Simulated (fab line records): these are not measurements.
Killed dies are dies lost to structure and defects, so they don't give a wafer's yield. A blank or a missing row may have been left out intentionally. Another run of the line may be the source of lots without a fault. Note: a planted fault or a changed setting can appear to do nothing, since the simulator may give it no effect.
8D (eight disciplines) problem report, filled in by code	flow sky130	the parts of the form that need people (team, actions taken, sign-off) are left out

== 1. THE PROBLEM ==
Mean of strip-time-to-endpoint-s at SKY_PASSIVATION_STRIP_12: 36.67 s across 6 wafers in 2 lots; on wafers with no fault it is 31.20 s (standard deviation 0.16). That puts it +34 standard deviations away from the usual mean.
The step: strips in O2/N2.
Earliest sighting: wafer L214.3 on plasma-asher-04 at day 48 07:33. The record holds 42 wafers of 14 lots with a number at this step. By rule, "out" or "out of limits" means more than 4 standard deviations away from the usual mean. The other wafers with a number count as sound.

== 2. WHAT IT IS AND WHAT IT IS NOT ==
question	is	is not
which readings at this step	strip-time-to-endpoint-s	drypump-motor-current-A
which lots	L214, L215	L201, L202, L203, L206, L207, L208, L212, L213, L221, L222, L223, L224
which wafers of those lots	all that have a number	-
read on which tools	plasma-asher-02, plasma-asher-04	plasma-asher-03
when	from day 48 07:33	up to then (24 sound wafers); but 12 sound wafers of L221, L222, L223, L224 came after

== 3. SUSPECTS, AND WHAT RULES EACH OUT ==
Counting: a tool at any process step up to the reading remains a suspect when it ran all the lots that are out and ran no sound lot after the first of those.
- pvd-sputter-04 at SKY_METAL5_SPUTTER_02 (material AlCu, target thk 1150 nm, time 61.2 s): ruled out as a lasting fault. Sound lots L221 ran on it after its first lot that is out, L214 (day 46 15:08).
- rie-diel-03 at SKY_PASSIVATION_ETCH_11 (etches the open film in CF4/O2, stops on AlCu, target depth 725 nm, time 161.1 s): ruled out as a lasting fault. Sound lots L222, L223 ran on it after its first lot that is out, L214 (day 48 07:25).
Left after counting: nothing in the record.

== 4. THE CAUSE (what the simulator had put in) ==
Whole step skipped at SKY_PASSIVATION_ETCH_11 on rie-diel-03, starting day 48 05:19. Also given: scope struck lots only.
It was ruled out by counting, in error; the rule expects a fault to strike all lots run on its tool from its start on, and this fault did not.

== 5. THE EFFECT CHAIN, in route order ==
One row per reading whose mean, taken over the struck wafers that have a number, lies over 3 standard deviations from the usual. Only readings whose record carries a usual standard deviation are examined. hours: median over the lots of the time between each lot's start at the first step of this table that gives one and its start at this step. sigmas: the change, counted in usual standard deviations.
hours	step	reading	usual	on struck wafers	change	sigmas
0	SKY_PASSIVATION_STRIP_12	strip-time-to-endpoint-s	31.20 s	36.67	+5.47	+34
The process steps in it:
- SKY_PASSIVATION_STRIP_12: strips in O2/N2.
Readings that are blank on the struck wafers while sound wafers have them: O2_flow_sccm at SKY_PASSIVATION_ETCH_11; bias-w at SKY_PASSIVATION_ETCH_11; drypump-motor-current-A at SKY_PASSIVATION_ETCH_11; oes-product-au at SKY_PASSIVATION_ETCH_11; rf-fwd-power-W at SKY_PASSIVATION_ETCH_11; throttle-valve-pct at SKY_PASSIVATION_ETCH_11.

== 6. WHAT WOULD HAVE CAUGHT IT SOONER ==
In this record the first reading out of limits was taken at day 48 07:33, 2 hours after the fault began at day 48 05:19.
At SKY_PASSIVATION_ETCH_11 the tool's readings are blank on the struck wafers, where sound wafers have them: an empty tool record is the first sign, and it was there at once.
